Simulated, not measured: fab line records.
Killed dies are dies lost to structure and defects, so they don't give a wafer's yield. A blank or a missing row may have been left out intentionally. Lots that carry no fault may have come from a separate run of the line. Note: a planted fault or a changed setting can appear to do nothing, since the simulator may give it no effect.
Which tool is to blame? / flow gf180mcu / route of 602 steps, sampled at 1 step: 6 lots, 18 wafers

WHAT THE GAUGES SHOWED, per wafer
GF_V2_THK_MEAS_01.
lot=L749; measured=day 19 18:40; on=film metro-01; V2_CVD_00_THK (nm)=609 606 612
lot=L754; measured=day 21 22:31; on=film metro-02; V2_CVD_00_THK (nm)=608 596 596
lot=L759; measured=day 24 02:38; on=film metro-04; V2_CVD_00_THK (nm)=593 591 587
lot=L763; measured=day 25 02:07; on=film metro-04; V2_CVD_00_THK (nm)=604 605 594
lot=L764; measured=day 25 16:12; on=film metro-04; V2_CVD_00_THK (nm)=583 589 593
lot=L769; measured=day 26 21:10; on=film metro-01; V2_CVD_00_THK (nm)=598 596 595

WHAT TOOL EACH LOT RAN ON (gives the tool, then ch and the chambers of the sampled wafers, and finally the start)
No process step before these readings appears in the record.

THE ANSWER, worked out from the rows above alone
Rule: the usual values come from the lots themselves. The widest of any qualifying gaps counts: lots, ordered by their means at a reading, are off when they make up no more than a third of the lots, leave a main group of 4 or more, and stand apart from it by 3 or more times the standard deviation of that group's means. A main group is skipped when, at the precision printed for the reading in the tables above, its means are all equal. A lot without any number at a reading at which 4 lots or more have one is off too. The other lots that the step has rows for count as sound.
Across all readings shown, no lot is off: no conclusion can be drawn from this.

WHAT THE SIMULATOR PUT IN
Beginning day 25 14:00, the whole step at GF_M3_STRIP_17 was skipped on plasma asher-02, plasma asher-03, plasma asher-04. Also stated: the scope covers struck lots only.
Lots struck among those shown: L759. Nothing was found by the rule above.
